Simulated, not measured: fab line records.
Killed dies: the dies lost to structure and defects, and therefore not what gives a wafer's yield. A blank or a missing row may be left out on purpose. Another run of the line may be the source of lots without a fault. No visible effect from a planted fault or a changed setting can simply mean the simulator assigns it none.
Which tool did it? ; flow gf180mcu ; Sampling: 24 lots, 72 wafers, 5 of 602 route steps

== WHAT THE GAUGES READ, wafer by wafer ==
GF_V3_THK_MEAS_25: measures by xrf.
lot;measured;on;V3_W_THK (nm)
L074;day 22 12:44;film metro-03;345 345 345
L075;day 22 18:00;film metro-04;359 353 361
L076;day 22 23:26;film metro-03;354 353 352
L077;day 23 08:22;film metro-04;357 353 353
L078;day 23 09:54;film metro-04;352 355 355
L079;day 24 02:09;film metro-04;356 352 356
L080;day 24 13:20;film metro-03;354 354 353
L081;day 25 03:07;film metro-04;359 359 359
L082;day 25 13:27;film metro-03;343 346 342
L083;day 25 18:54;film metro-04;364 364 367
L084;day 26 03:18;film metro-01;355 356 356
L085;day 26 15:46;film metro-03;354 354 353
L086;day 26 21:19;film metro-03;353 349 356
L087;day 27 11:38;film metro-01;358 357 358
L088;day 27 16:44;film metro-01;360 361 362
L090;day 27 20:56;film metro-03;348 352 354
L089;day 28 06:26;film metro-01;351 348 353
L091;day 28 05:07;film metro-03;353 350 349
L092;day 28 11:40;film metro-03;348 349 351
L093;day 28 20:24;film metro-03;346 346 351
L094;day 29 00:01;film metro-03;348 347 345
L095;day 29 01:18;film metro-03;351 351 354
L096;day 29 11:53;film metro-03;349 353 349
L097;day 29 22:58;film metro-01;361 357 353

GF_M4_RS_MEAS_05: uses a four-point probe to measure.
lot;measured;on;M4_ALCU_RS (ohm/sq)
L074;day 22 13:20;film metro-01;0.0696 0.0697 0.0690
L075;day 26 00:55;film metro-04;0.0708 0.0691 0.0685
L076;day 23 00:01;film metro-01;0.0676 0.0684 0.0688
L077;day 23 08:58;film metro-02;0.0685 0.0689 0.0696
L078;day 23 10:29;film metro-04;0.0694 0.0692 0.0679
L079;day 24 02:44;film metro-04;0.0695 0.0695 0.0687
L080;day 24 13:56;film metro-02;0.0690 0.0690 0.0695
L081;day 25 03:44;film metro-01;0.0691 0.0684 0.0685
L082;day 25 14:04;film metro-04;0.0705 0.0693 0.0693
L083;day 25 19:32;film metro-02;0.0694 0.0695 0.0692
L084;day 26 03:53;film metro-01;0.0697 0.0712 0.0708
L085;day 26 16:22;film metro-01;0.0699 0.0684 0.0696
L086;day 26 21:55;film metro-04;0.0688 0.0692 0.0709
L087;day 27 12:13;film metro-04;0.0683 0.0681 0.0684
L088;day 27 17:19;film metro-01;0.0711 0.0700 0.0707
L090;day 27 21:31;film metro-01;0.0692 0.0685 0.0698
L089;day 28 07:01;film metro-01;0.0678 0.0686 0.0687
L091;day 28 05:42;film metro-02;0.0704 0.0688 0.0702
L092;day 28 12:16;film metro-01;0.0692 0.0697 0.0696
L093;day 28 20:59;film metro-02;0.0688 0.0675 0.0668
L094;day 29 00:35;film metro-01;0.0705 0.0688 0.0707
L095;day 29 01:53;film metro-02;0.0677 0.0705 0.0685
L096;day 29 12:40;film metro-02;0.0696 0.0686 0.0699
L097;day 29 23:32;film metro-01;0.0684 0.0699 0.0696

== WHAT TOOL EACH LOT RAN ON (gives the tool, then ch and the chambers of the sampled wafers, and finally the start) ==
lot;GF_POLY_GATE_ETCH_12;GF_HV_LDD_STRIP_10;GF_M2_SPUTTER_00
L074;rie diel-01 ch 1,2,3, day 9 09:11;plasma asher-04 ch 0,1, day 10 05:21;pvd sputter-01, day 18 07:24
L075;rie diel-02 ch 2,3, day 9 09:52;plasma asher-01 ch 0,1, day 10 05:58;pvd sputter-01, day 18 12:04
L076;rie diel-01 ch 1,2, day 9 15:31;plasma asher-04 ch 0,1, day 10 10:52;pvd sputter-03, day 18 17:16
L077;rie diel-04 ch 0,2, day 9 20:31;plasma asher-02 ch 0,1, day 10 15:25;pvd sputter-01, day 19 03:12
L078;rie diel-04 ch 0,1,3, day 10 02:01;plasma asher-04 ch 0,1, day 10 21:44;pvd sputter-01, day 19 06:05
L079;rie diel-02 ch 0,2,3, day 10 14:22;plasma asher-02 ch 0,1, day 11 11:01;pvd sputter-03, day 19 23:05
L080;rie diel-02 ch 1,2,3, day 10 22:46;plasma asher-01 ch 0,1, day 11 19:26;pvd sputter-03, day 20 11:07
L081;rie diel-02 ch 1,2,3, day 11 10:52;plasma asher-04 ch 0,1, day 12 07:10;pvd sputter-01, day 21 01:50
L082;rie diel-04 ch 0,2, day 11 21:28;plasma asher-01 ch 0,1, day 12 18:55;pvd sputter-03, day 21 14:14
L083;rie diel-04 ch 1,3, day 11 23:25;plasma asher-02 ch 0,1, day 12 20:07;pvd sputter-01, day 21 19:09
L084;rie diel-01 ch 2,3, day 12 10:16;plasma asher-04 ch 0,1, day 13 06:55;pvd sputter-01, day 22 05:25
L085;rie diel-04 ch 0,3, day 12 20:46;plasma asher-02 ch 0, day 13 18:40;pvd sputter-02, day 22 18:32
L086;rie diel-02 ch 1,2, day 13 03:10;plasma asher-01 ch 0,1, day 14 01:38;pvd sputter-02, day 23 02:53
L087;rie diel-01 ch 1,2, day 13 14:22;plasma asher-02 ch 0,1, day 14 12:25;pvd sputter-02, day 23 16:45
L088;rie diel-01 ch 0,1,2, day 13 16:40;plasma asher-01 ch 1, day 14 15:43;pvd sputter-02, day 23 22:28
L090;rie diel-02 ch 1,3, day 14 01:25;plasma asher-02 ch 0,1, day 15 00:25;pvd sputter-03, day 24 03:04
L089;rie diel-01 ch 0,1,3, day 14 05:40;plasma asher-01 ch 0,1, day 15 03:55;pvd sputter-02, day 24 14:16
L091;rie diel-01 ch 1,2,3, day 14 08:49;plasma asher-01 ch 0,1, day 15 07:04;pvd sputter-02, day 24 12:04
L092;rie diel-02 ch 0,2,3, day 14 16:10;plasma asher-02 ch 0,1, day 15 18:58;pvd sputter-02, day 24 20:58
L093;rie diel-02 ch 1,2, day 14 23:58;plasma asher-04 ch 0,1, day 16 02:19;pvd sputter-02, day 25 04:58
L094;rie diel-02 ch 1,3, day 15 06:37;plasma asher-01 ch 0,1, day 16 06:28;pvd sputter-03, day 25 10:48
L095;rie diel-01 ch 1,2,3, day 15 09:28;plasma asher-04 ch 0,1, day 16 10:13;pvd sputter-03, day 25 11:24
L096;rie diel-04 ch 1,2,3, day 15 21:40;plasma asher-02 ch 0,1, day 16 21:43;pvd sputter-02, day 25 22:49
L097;rie diel-04 ch 0,1,3, day 16 04:46;plasma asher-01 ch 0,1, day 17 04:58;pvd sputter-02, day 26 11:02
- GF_POLY_GATE_ETCH_12: etches BARC in N2/H2.
- GF_HV_LDD_STRIP_10: strips in O2/N2.
- GF_M2_SPUTTER_00: material Ti, target thk 37.5 nm, time 150 s.

== AS READ BY THE TOOLS THEMSELVES (means over the sampled wafers that have a number; for cases with no such wafer, the mark the record gives instead) ==
GF_POLY_GATE_ETCH_12.
lot;tool;drypump motor current A (A);oes product au (a.u.);throttle valve pct (%)
L074;rie diel-01;5.9;0.737;13.224
L075;rie diel-02;6.1;0.730;13.208
L076;rie diel-01;6.0;0.729;13.224
L077;rie diel-04;6.1;0.737;13.217
L078;rie diel-04;5.8;0.734;13.217
L079;rie diel-02;5.9;0.732;13.222
L080;rie diel-02;6.4;0.736;13.214
L081;rie diel-02;6.3;0.740;13.215
L082;rie diel-04;6.1;0.736;13.220
L083;rie diel-04;5.8;0.740;13.216
L084;rie diel-01;5.9;0.735;13.212
L085;rie diel-04;5.9;0.735;13.208
L086;rie diel-02;6.4;0.737;13.214
L087;rie diel-01;6.0;0.735;13.211
L088;rie diel-01;6.0;0.737;13.219
L090;rie diel-02;6.3;0.734;13.210
L089;rie diel-01;6.0;0.738;13.212
L091;rie diel-01;6.0;0.730;13.217
L092;rie diel-02;5.9;0.735;13.215
L093;rie diel-02;6.4;0.732;13.219
L094;rie diel-02;6.2;0.736;13.220
L095;rie diel-01;5.9;0.737;13.219
L096;rie diel-04;5.8;0.737;13.213
L097;rie diel-04;5.8;0.733;13.212

GF_HV_LDD_STRIP_10.
lot;tool;drypump motor current A (A);heater power w (W);oes product au (a.u.);strip time to endpoint s (s)
L074;plasma asher-04;5.4;321;0.717;12.64
L075;plasma asher-01;5.8;347;0.717;12.56
L076;plasma asher-04;5.7;309;0.718;12.62
L077;plasma asher-02;5.7;333;0.720;12.70
L078;plasma asher-04;5.7;307;0.716;12.68
L079;plasma asher-02;5.7;329;0.715;12.65
L080;plasma asher-01;5.9;349;0.714;12.63
L081;plasma asher-04;5.3;322;0.719;12.67
L082;plasma asher-01;5.8;349;0.717;12.59
L083;plasma asher-02;5.5;351;0.715;12.60
L084;plasma asher-04;5.4;324;0.717;12.59
L085;plasma asher-02;5.2;367;0.716;12.58
L086;plasma asher-01;5.8;346;0.711;12.64
L087;plasma asher-02;5.7;327;0.713;12.63
L088;plasma asher-01;6.1;351;0.718;12.51
L090;plasma asher-02;5.7;335;0.713;12.65
L089;plasma asher-01;5.8;352;0.722;12.66
L091;plasma asher-01;5.8;346;0.717;12.60
L092;plasma asher-02;5.5;348;0.716;12.67
L093;plasma asher-04;5.4;324;0.716;12.59
L094;plasma asher-01;5.8;347;0.715;12.66
L095;plasma asher-04;5.7;313;0.721;12.70
L096;plasma asher-02;5.7;329;0.712;12.68
L097;plasma asher-01;5.9;344;0.715;12.56

GF_M2_SPUTTER_00.
lot;tool;cathode dc power W (W);throttle valve pct (%)
L074;pvd sputter-01;3999.5;30.1
L075;pvd sputter-01;4000.3;30.1
L076;pvd sputter-03;4000.1;30.7
L077;pvd sputter-01;3999.4;29.2
L078;pvd sputter-01;4000.1;29.2
L079;pvd sputter-03;3999.9;31.1
L080;pvd sputter-03;4000.0;31.2
L081;pvd sputter-01;3999.6;30.5
L082;pvd sputter-03;4000.1;30.0
L083;pvd sputter-01;3999.5;29.0
L084;pvd sputter-01;3999.8;29.2
L085;pvd sputter-02;3999.7;30.7
L086;pvd sputter-02;3999.2;30.9
L087;pvd sputter-02;4000.4;30.7
L088;pvd sputter-02;4000.2;30.8
L090;pvd sputter-03;3999.4;30.5
L089;pvd sputter-02;3999.8;30.9
L091;pvd sputter-02;3999.6;30.7
L092;pvd sputter-02;4000.1;30.7
L093;pvd sputter-02;4000.2;30.6
L094;pvd sputter-03;4000.4;30.5
L095;pvd sputter-03;4000.0;30.5
L096;pvd sputter-02;4000.2;30.7
L097;pvd sputter-02;3999.4;30.7

== THE ANSWER, worked out from the rows above alone ==
Rule: usual is defined by the lots themselves. The widest of any qualifying gaps counts: lots, ordered by their means at a reading, are off when they make up no more than a third of the lots, leave a main group of 4 or more, and stand apart from it by 3 or more times the standard deviation of that group's means. A main group is skipped when, at the precision printed for the reading in the tables above, its means are all equal. Also off: a lot with no number at a reading for which 4 or more lots have one. Any other lot the step has rows for is counted as sound. The gauges are gone through in route order, then the tools' own readings, and for those a lot's mean is taken as printed above. The first step at which some lot is off is used, and at that step the reading that is off furthest; a lot without a number counts as furthest.
Across all readings shown, no lot is off: no conclusion can be drawn from this.

== WHAT THE SIMULATOR PUT IN ==
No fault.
